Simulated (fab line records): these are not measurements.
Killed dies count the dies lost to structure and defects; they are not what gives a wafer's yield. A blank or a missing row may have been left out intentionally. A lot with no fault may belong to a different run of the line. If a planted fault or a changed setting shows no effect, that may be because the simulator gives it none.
What tool caused it? / flow gf180mcu / 36 wafers from 12 lots sampled at 5 of the route's 602 steps

## WHAT EACH GAUGE READ, for each wafer
GF_M1_CD_MEAS_14: target cd 230 nm.
lot=L139; measured=day 17 12:00; on=cd sem-02; cd nm (nm)=231.5 232.4 231.6
lot=L138; measured=day 17 16:08; on=cd sem-01; cd nm (nm)=229.9 230.9 230.2
lot=L140; measured=day 18 00:12; on=cd sem-02; cd nm (nm)=229.8 229.6 230.2
lot=L141; measured=day 18 08:33; on=cd sem-02; cd nm (nm)=228.9 230.8 229.8
lot=L142; measured=day 18 10:41; on=cd sem-02; cd nm (nm)=231.4 230.9 230.3
lot=L145; measured=day 19 15:20; on=cd sem-01; cd nm (nm)=231.2 229.9 230.3
lot=L150; measured=day 21 02:00; on=cd sem-01; cd nm (nm)=229.0 228.6 230.1
lot=L155; measured=day 24 00:10; on=cd sem-02; cd nm (nm)=230.8 231.3 229.2
lot=L156; measured=day 24 10:23; on=cd sem-01; cd nm (nm)=228.1 228.8 227.8
lot=L159; measured=day 24 21:45; on=cd sem-01; cd nm (nm)=230.8 230.9 231.5
lot=L158; measured=day 25 05:00; on=cd sem-02; cd nm (nm)=230.9 230.6 231.7
lot=L160; measured=day 25 10:35; on=cd sem-01; cd nm (nm)=230.9 230.3 229.9

GF_V1_THK_MEAS_01.
lot=L139; measured=day 17 12:50; on=film metro-02; V1_CVD_00_THK (nm)=594 605 601
lot=L138; measured=day 17 17:01; on=film metro-03; V1_CVD_00_THK (nm)=593 608 586
lot=L140; measured=day 18 01:04; on=film metro-04; V1_CVD_00_THK (nm)=590 605 591
lot=L141; measured=day 18 09:32; on=film metro-02; V1_CVD_00_THK (nm)=600 600 603
lot=L142; measured=day 18 11:34; on=film metro-02; V1_CVD_00_THK (nm)=591 602 604
lot=L145; measured=day 19 16:13; on=film metro-03; V1_CVD_00_THK (nm)=604 605 617
lot=L150; measured=day 21 02:52; on=film metro-02; V1_CVD_00_THK (nm)=620 634 617
lot=L155; measured=day 24 01:13; on=film metro-03; V1_CVD_00_THK (nm)=604 610 611
lot=L156; measured=day 24 11:16; on=film metro-02; V1_CVD_00_THK (nm)=612 606 607
lot=L159; measured=day 24 22:40; on=film metro-03; V1_CVD_00_THK (nm)=610 610 608
lot=L158; measured=day 25 05:52; on=film metro-02; V1_CVD_00_THK (nm)=618 604 610
lot=L160; measured=day 25 11:28; on=film metro-04; V1_CVD_00_THK (nm)=611 614 600

GF_V1_THK_MEAS_03.
lot=L139; measured=day 17 12:58; on=film metro-03; V1_CVD_02_THK (nm)=875 846 851
lot=L138; measured=day 17 17:08; on=film metro-04; V1_CVD_02_THK (nm)=858 861 860
lot=L140; measured=day 18 01:12; on=film metro-03; V1_CVD_02_THK (nm)=842 850 861
lot=L141; measured=day 18 09:43; on=film metro-03; V1_CVD_02_THK (nm)=856 868 864
lot=L142; measured=day 18 11:41; on=film metro-03; V1_CVD_02_THK (nm)=846 848 863
lot=L145; measured=day 19 16:21; on=film metro-04; V1_CVD_02_THK (nm)=836 852 828
lot=L150; measured=day 21 03:00; on=film metro-02; V1_CVD_02_THK (nm)=1166 1159 867
lot=L155; measured=day 24 01:25; on=film metro-03; V1_CVD_02_THK (nm)=840 864 855
lot=L156; measured=day 24 11:24; on=film metro-04; V1_CVD_02_THK (nm)=852 846 841
lot=L159; measured=day 24 22:47; on=film metro-02; V1_CVD_02_THK (nm)=842 851 851
lot=L158; measured=day 25 05:59; on=film metro-04; V1_CVD_02_THK (nm)=845 854 850
lot=L160; measured=day 25 11:35; on=film metro-02; V1_CVD_02_THK (nm)=842 828 851

## EACH LOT AND THE TOOL THAT RAN IT (in order: tool; ch and the chambers of the sampled wafers; start)
lot=L139; GF_CONTACT_SPUTTER_22=pvd sputter-04, day 16 12:23; GF_V1_CVD_02=pecvd-04 ch 0,1,2, day 17 12:54
lot=L138; GF_CONTACT_SPUTTER_22=pvd sputter-02, day 16 16:56; GF_V1_CVD_02=pecvd-01 ch 1,2, day 17 17:04
lot=L140; GF_CONTACT_SPUTTER_22=pvd sputter-04, day 17 00:37; GF_V1_CVD_02=pecvd-02 ch 0,1, day 18 01:08
lot=L141; GF_CONTACT_SPUTTER_22=pvd sputter-04, day 17 09:05; GF_V1_CVD_02=pecvd-04 ch 0,2, day 18 09:36
lot=L142; GF_CONTACT_SPUTTER_22=pvd sputter-02, day 17 10:40; GF_V1_CVD_02=pecvd-01 ch 1,2, day 18 11:37
lot=L145; GF_CONTACT_SPUTTER_22=pvd sputter-04, day 18 14:48; GF_V1_CVD_02=pecvd-04 ch 0,1,2, day 19 16:17
lot=L150; GF_CONTACT_SPUTTER_22=pvd sputter-02, day 20 00:46; GF_V1_CVD_02=pecvd-01 ch 0,1,2, day 21 02:55
lot=L155; GF_CONTACT_SPUTTER_22=pvd sputter-02, day 23 00:16; GF_V1_CVD_02=pecvd-04 ch 0,1,2, day 24 01:16
lot=L156; GF_CONTACT_SPUTTER_22=pvd sputter-01, day 23 10:46; GF_V1_CVD_02=pecvd-02 ch 0,1, day 24 11:20
lot=L159; GF_CONTACT_SPUTTER_22=pvd sputter-04, day 23 23:18; GF_V1_CVD_02=pecvd-01 ch 0,1,2, day 24 22:43
lot=L158; GF_CONTACT_SPUTTER_22=pvd sputter-04, day 24 05:57; GF_V1_CVD_02=pecvd-04 ch 1,2, day 25 05:55
lot=L160; GF_CONTACT_SPUTTER_22=pvd sputter-01, day 24 12:43; GF_V1_CVD_02=pecvd-04 ch 0,1, day 25 11:31
- GF_CONTACT_SPUTTER_22: material Ti, target thk 15 nm, time 80.02 s.
- GF_V1_CVD_02: deposits SiO2 from TEOS, target thk 850 nm, time 94.851 s.

## WHAT THE TOOLS THEMSELVES READ (means of the sampled wafers that have a number; where no wafer has one, the mark that the record gives instead)
GF_CONTACT_SPUTTER_22.
lot=L139; tool=pvd sputter-04; throttle valve pct (%)=28.8
lot=L138; tool=pvd sputter-02; throttle valve pct (%)=29.5
lot=L140; tool=pvd sputter-04; throttle valve pct (%)=29.8
lot=L141; tool=pvd sputter-04; throttle valve pct (%)=29.5
lot=L142; tool=pvd sputter-02; throttle valve pct (%)=30.0
lot=L145; tool=pvd sputter-04; throttle valve pct (%)=29.6
lot=L150; tool=pvd sputter-02; throttle valve pct (%)=29.6
lot=L155; tool=pvd sputter-02; throttle valve pct (%)=29.6
lot=L156; tool=pvd sputter-01; throttle valve pct (%)=32.9
lot=L159; tool=pvd sputter-04; throttle valve pct (%)=29.3
lot=L158; tool=pvd sputter-04; throttle valve pct (%)=29.8
lot=L160; tool=pvd sputter-01; throttle valve pct (%)=30.7

GF_V1_CVD_02.
lot=L139; tool=pecvd-04; heater power outer w (W)=376; heater power w (W)=639; susceptor temp C (C)=400.08
lot=L138; tool=pecvd-01; heater power outer w (W)=335; heater power w (W)=579; susceptor temp C (C)=399.89
lot=L140; tool=pecvd-02; heater power outer w (W)=449; heater power w (W)=745; susceptor temp C (C)=400.19
lot=L141; tool=pecvd-04; heater power outer w (W)=342; heater power w (W)=592; susceptor temp C (C)=399.95
lot=L142; tool=pecvd-01; heater power outer w (W)=295; heater power w (W)=521; susceptor temp C (C)=400.00
lot=L145; tool=pecvd-04; heater power outer w (W)=353; heater power w (W)=609; susceptor temp C (C)=399.99
lot=L150; tool=pecvd-01; heater power outer w (W)=317; heater power w (W)=557; susceptor temp C (C)=399.81
lot=L155; tool=pecvd-04; heater power outer w (W)=361; heater power w (W)=615; susceptor temp C (C)=399.76
lot=L156; tool=pecvd-02; heater power outer w (W)=338; heater power w (W)=590; susceptor temp C (C)=399.98
lot=L159; tool=pecvd-01; heater power outer w (W)=335; heater power w (W)=583; susceptor temp C (C)=399.91
lot=L158; tool=pecvd-04; heater power outer w (W)=371; heater power w (W)=628; susceptor temp C (C)=400.35
lot=L160; tool=pecvd-04; heater power outer w (W)=334; heater power w (W)=617; susceptor temp C (C)=399.83

## THE ANSWER, worked out from the rows above alone
Rule: usual is defined by the lots themselves. Put in order of their means at a reading, lots are off if they are a third of the lots or fewer, leave a main group of 4 or more, and stand apart from it by a gap of 3 or more times the standard deviation of the main group's means; of several such gaps the widest counts. If all means in a main group match to the digits the tables above print for the reading, that group is not used. Also off: a lot with no number at a reading for which 4 or more lots have one. The other lots that the step has rows for count as sound. After the gauges, taken in route order, come the tools' own readings; for these a lot's mean is taken, as printed above. At the first step where some lot is off, the reading lying furthest off is the one used; lots without a number count as furthest.
Off: L150, at GF_V1_THK_MEAS_03 (V1_CVD_02_THK). For the main group the mean is 851 nm and the standard deviation 7.1.
A tool fits if, at a process step before that reading, it ran every lot that is off, and no sound lot after the first of them. Gauges at GF_V1_THK_MEAS_03: tried the same way as those tools. Not one of the candidates tried fits.

## WHAT THE SIMULATOR HAD PUT IN
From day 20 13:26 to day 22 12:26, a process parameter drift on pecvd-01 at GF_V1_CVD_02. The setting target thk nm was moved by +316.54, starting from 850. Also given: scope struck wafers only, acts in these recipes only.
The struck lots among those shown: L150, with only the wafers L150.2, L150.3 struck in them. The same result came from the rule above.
